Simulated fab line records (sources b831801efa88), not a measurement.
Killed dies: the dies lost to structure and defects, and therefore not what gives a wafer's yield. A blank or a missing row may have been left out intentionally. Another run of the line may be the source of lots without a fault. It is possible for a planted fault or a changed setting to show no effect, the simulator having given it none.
fab line records ; flow sky130 ; part 2 of 2: steps 32 to 44 of 44
record lots=5; wafers=15; lastDay=49
route steps=708 shown VT_ADJUST_LVTN@112 VT_ADJUST_NCORE@119 VT_ADJUST_HVTR@131 VT_ADJUST_PCH@143 SONOS_TUNNEL@154
lots with no fault: from the same line, run without faults
startH: the number of hours between the record's first day and the start of the first shown wafer of the lot ; waitH: hours since the lot's step before ; " as in the row above ; L1.1+2: several wafers, shown together as one row ; - no value present, or no start provided ; * or withheld: withheld ; < > ~ a bound
route shown NAME@n: names a module that has steps shown in the file, with the first one's number in the route ; usual: mean/standard deviation taken from wafers without a fault ; same: alike in all rows ; chamber/n: place in a boat ; sites: readings site by site ; _std_site: the standard deviation of these ; _edge_site: inner sites' mean taken away from outer sites' mean ; radiusMm: how far each site lies from the wafer's centre ; mask NAME#n: copy n ; behind: tool/chamber where the wafer was last shaped ; hold: why the lot was held/for how many hours/how that ended ; device: whichever transistor did not switch (one of n, p or np) ; end of line: tests run on the same wafers once the route is complete ; a step without rows: its recipe alone ; killed: at the first sort, the dies lost to defects and structure; wafer yield is something else ; map: a wafer's dies, x killed, . not, _ none there
set.NAME: the setting as run; set.NAME@STEP: as run at that earlier step ; model.NAME: the simulator's own value behind a step, which no gauge read
lots at some steps of the route; a table a step, a row a wafer
services: from which hour (startH, from the record's first day; less than 0 if before it) a tool's chamber was out of use, for how many hours, and why
## steps
# step SKY_VT_ADJUST_PCH_DEHYDRATE_00
# recipe tempC=200; timeS=60
# same timeS=60
lot.wafer;tool;chamber;startH;waitH
L080.1+3+5;lithoTrack-04;0;260.48;11.0
L083.1+3+4;lithoTrack-03;0;288.47;11.2
L090.1+4+6;lithoTrack-01;0;329.79;12.2
L091.2+4+5;lithoTrack-03;0;335.99;11.5
L093.2+4+6;lithoTrack-03;0;351.69;12.2
# step SKY_VT_ADJUST_PCH_HMDS_01
# recipe primeTimeS=60; primeTempC=120
lot.wafer;tool;chamber;startH;waitH
L080.1+3+5;lithoTrack-04;0;260.63;0.1
L083.1+3+4;lithoTrack-03;0;288.62;0.1
L090.1+4+6;lithoTrack-01;0;329.94;0.1
L091.2+4+5;lithoTrack-03;0;336.14;0.1
L093.2+4+6;lithoTrack-03;0;351.84;0.1
# step SKY_VT_ADJUST_PCH_COAT_02
# recipe spinRpm=2000; resistThkNm=3000
lot.wafer;tool;chamber;startH;waitH
L080.1+3+5;lithoTrack-04;0;260.78;0.1
L083.1+3+4;lithoTrack-03;0;288.77;0.1
L090.1+4+6;lithoTrack-01;0;330.09;0.1
L091.2+4+5;lithoTrack-03;0;336.29;0.1
L093.2+4+6;lithoTrack-03;0;351.99;0.1
# step SKY_VT_ADJUST_PCH_SOFTBAKE_03
# recipe tempC=110; timeS=withheld
lot.wafer;tool;chamber;startH;waitH
L080.1+3+5;lithoTrack-04;0;260.93;0.1
L083.1+3+4;lithoTrack-03;0;288.92;0.1
L090.1+4+6;lithoTrack-01;0;330.24;0.1
L091.2+4+5;lithoTrack-03;0;336.45;0.1
L093.2+4+6;lithoTrack-03;0;352.15;0.1
# step SKY_VT_ADJUST_PCH_EXPOSE_04
# recipe maskId=NWM; na=0.6; sourceShape=conventional; sigmaOuter=0.6; polarization=unpolarized; targetCdNm=840; doseMj=255
lot.wafer;tool;chamber;startH;waitH;mask
L080.1+3+5;ilineStepper-02;0;-;-;NWM#0
L083.1+3+4;ilineStepper-01;0;-;-;NWM#0
L090.1+4+6;ilineStepper-02;0;-;-;NWM#0
L091.2+4+5;ilineStepper-02;0;-;-;NWM#0
L093.2+4+6;ilineStepper-01;0;-;-;NWM#0
# step SKY_VT_ADJUST_PCH_PEB_05
# recipe tempC=115; timeS=withheld
lot.wafer;tool;chamber;startH;waitH
L080.1+3+5;lithoTrack-01;0;-;-
L083.1+3+4;lithoTrack-04;0;-;-
L090.1+4+6;lithoTrack-03;0;-;-
L091.2+4+5;lithoTrack-04;0;-;-
L093.2+4+6;lithoTrack-01;0;-;-
# step SKY_VT_ADJUST_PCH_DEVELOP_06
# recipe wallAngleDeg=90; developer=TMAH; developTimeS=60; devTempC=23
lot.wafer;tool;chamber;startH;waitH
L080.1+3+5;lithoTrack-01;0;-;-
L083.1+3+4;lithoTrack-04;0;-;-
L090.1+4+6;lithoTrack-03;0;-;-
L091.2+4+5;lithoTrack-04;0;-;-
L093.2+4+6;lithoTrack-01;0;-;-
# step SKY_VT_ADJUST_PCH_OVL_MEAS_07
# usual VT_ADJUST_PCH_OVL=-0.8/1.2
lot.wafer;tool;chamber;startH;waitH;VT_ADJUST_PCH_OVL[nm]
L080.1;overlay-02;-;274.09;-;-1.6
L080.3;overlay-02;-;274.09;-;-1.1
L080.5;overlay-02;-;274.09;-;-1.9
L083.1;overlay-01;-;300.73;-;-0.4
L083.3;overlay-01;-;300.73;-;0.3
L083.4;overlay-01;-;300.73;-;2.5
L090.1;overlay-01;-;342.02;-;0.4
L090.4;overlay-01;-;342.02;-;0.0
L090.6;overlay-01;-;342.02;-;-2.0
L091.2;overlay-01;-;348.94;-;-1.0
L091.4;overlay-01;-;348.94;-;-1.2
L091.5;overlay-01;-;348.94;-;-0.7
L093.2;overlay-02;-;365.14;-;0.2
L093.4;overlay-02;-;365.14;-;-0.5
L093.6;overlay-02;-;365.14;-;-1.2
# step SKY_VT_ADJUST_PCH_IMPLANT_08
# recipe species=B; energyKev=10; doseCm2=5e+11; tiltDeg=withheld
# usual beamOnS=10.01/0.2; doseIonsCm2=5e+11/5.4e+08
lot.wafer;tool;chamber;startH;waitH;beamOnS;doseIonsCm2
L080.1;implanter-04;0;274.12;0.0;10.08;5.003e+11
L080.3;implanter-04;0;274.12;0.0;9.91;5.003e+11
L080.5;implanter-04;0;274.12;0.0;9.98;5.002e+11
L083.1;implanter-03;0;300.77;0.0;10.14;4.996e+11
L083.3;implanter-03;0;300.77;0.0;10.08;4.998e+11
L083.4;implanter-03;0;300.77;0.0;10.30;5.001e+11
L090.1;implanter-01;0;342.06;0.0;10.05;4.998e+11
L090.4;implanter-01;0;342.06;0.0;10.14;4.999e+11
L090.6;implanter-01;0;342.06;0.0;9.76;5.003e+11
L091.2;implanter-03;0;348.99;0.0;10.02;4.997e+11
L091.4;implanter-03;0;348.99;0.0;9.76;4.997e+11
L091.5;implanter-03;0;348.99;0.0;9.91;4.996e+11
L093.2;implanter-04;0;365.20;0.0;10.10;5.002e+11
L093.4;implanter-04;0;365.20;0.0;10.00;4.998e+11
L093.6;implanter-04;0;365.20;0.0;10.13;5.002e+11
# step SKY_VT_ADJUST_PCH_STRIP_09
# recipe chemistry=O2/N2; powerW=1400; pressureMtorr=1500; platenTempC=withheld; o2FlowSccm=3000; n2FlowSccm=300; overashFraction=0.5
# usual drypumpMotorCurrentA=5.59/0.26; oesProductAu=0.722/0.0046; stripTimeToEndpointS=36.96/0.095
lot.wafer;tool;chamber;startH;waitH;drypumpMotorCurrentA;oesProductAu;rfHoursCounterH;stripTimeToEndpointS
L080.1;plasmaAsher-03;0;274.27;0.1;5.14;0.721;48;37.02
L080.3;plasmaAsher-03;0;274.27;0.1;5.15;0.720;-;37.05
L080.5;plasmaAsher-03;1;274.27;0.1;5.88;0.720;-;37.06
L083.1;plasmaAsher-03;0;300.92;0.1;5.14;0.726;51;36.89
L083.3;plasmaAsher-03;1;300.92;0.1;5.86;0.718;-;36.82
L083.4;plasmaAsher-03;0;300.92;0.1;5.14;0.726;-;36.91
L090.1;plasmaAsher-01;1;342.21;0.1;5.75;0.735;20;36.86
L090.4;plasmaAsher-01;0;342.21;0.1;5.55;0.730;-;36.95
L090.6;plasmaAsher-01;1;342.21;0.1;5.73;0.716;-;36.83
L091.2;plasmaAsher-01;0;349.12;0.1;5.55;0.719;21;36.91
L091.4;plasmaAsher-01;0;349.12;0.1;5.55;0.720;-;36.99
L091.5;plasmaAsher-01;0;349.12;0.1;5.57;0.729;-;36.93
L093.2;plasmaAsher-04;1;365.32;0.1;5.91;0.731;68;37.03
L093.4;plasmaAsher-04;0;365.32;0.1;5.43;0.717;-;36.92
L093.6;plasmaAsher-04;1;365.32;0.1;5.92;0.715;-;36.94
# step SKY_VT_ADJUST_PCH_TW_MEAS_10
# usual VT_ADJUST_PCH_TW=141.5/0.77
lot.wafer;tool;chamber;startH;waitH;VT_ADJUST_PCH_TW
L080.1;filmMetro-03;-;274.37;0.1;141.3
L080.3;filmMetro-03;-;274.37;0.1;140.7
L080.5;filmMetro-03;-;274.37;0.1;140.7
L083.1;filmMetro-03;-;301.02;0.1;141.2
L083.3;filmMetro-03;-;301.02;0.1;140.7
L083.4;filmMetro-03;-;301.02;0.1;141.0
L090.1;filmMetro-03;-;342.31;0.1;140.5
L090.4;filmMetro-03;-;342.31;0.1;141.4
L090.6;filmMetro-03;-;342.31;0.1;140.8
L091.2;filmMetro-04;-;349.23;0.1;142.7
L091.4;filmMetro-04;-;349.23;0.1;143.1
L091.5;filmMetro-04;-;349.23;0.1;143.2
L093.2;filmMetro-03;-;365.43;0.1;141.1
L093.4;filmMetro-03;-;365.43;0.1;140.8
L093.6;filmMetro-03;-;365.43;0.1;141.0
# step SKY_SONOS_TUNNEL_DEHYDRATE_00
# recipe tempC=200; timeS=60
# same timeS=60
lot.wafer;tool;chamber;startH;waitH
L080.1+3+5;lithoTrack-03;0;285.92;11.5
L083.1+3+4;lithoTrack-02;0;312.11;11.1
L090.1+4+6;lithoTrack-03;0;355.32;13.0
L091.2+4+5;lithoTrack-03;0;361.69;12.5
L093.2+4+6;lithoTrack-03;0;379.24;13.8
# step SKY_SONOS_TUNNEL_HMDS_01
# recipe primeTimeS=60; primeTempC=120
lot.wafer;tool;chamber;startH;waitH
L080.1+3+5;lithoTrack-03;0;286.07;0.1
L083.1+3+4;lithoTrack-02;0;312.26;0.1
L090.1+4+6;lithoTrack-03;0;355.47;0.1
L091.2+4+5;lithoTrack-03;0;361.84;0.1
L093.2+4+6;lithoTrack-03;0;379.39;0.1
## services
tool;chamber;startH;hours;kind
implanter-03;-;171.01;7.0;repair
ilineStepper-02;-;201.03;2.3;repair
implanter-02;-;206.83;10.1;pm
ilineStepper-02;-;222.53;3.6;repair
ilineStepper-02;-;226.15;8.9;pm
implanter-04;-;229.63;1.9;repair
plasmaAsher-04;-;234.41;0.7;repair
ilineStepper-01;-;235.04;1.7;pm
ilineStepper-02;-;256.85;1.7;pm
implanter-02;-;276.88;1.3;repair
ilineStepper-02;-;286.30;3.4;repair
implanter-01;-;290.57;6.9;repair
plasmaAsher-01;-;290.98;15.6;pm
plasmaAsher-04;-;294.56;1.1;repair
implanter-02;-;305.41;2.2;repair
ilineStepper-02;0;317.37;-;calibration
ilineStepper-01;-;327.72;4.4;pm
implanter-01;-;332.22;1.5;repair
implanter-01;-;347.82;20.6;repair
implanter-03;-;349.60;5.8;pm
ilineStepper-01;-;355.72;8.9;pm
implanter-01;-;368.38;3.9;pm
implanter-01;-;375.21;0.8;repair
plasmaAsher-02;-;377.59;6.4;repair
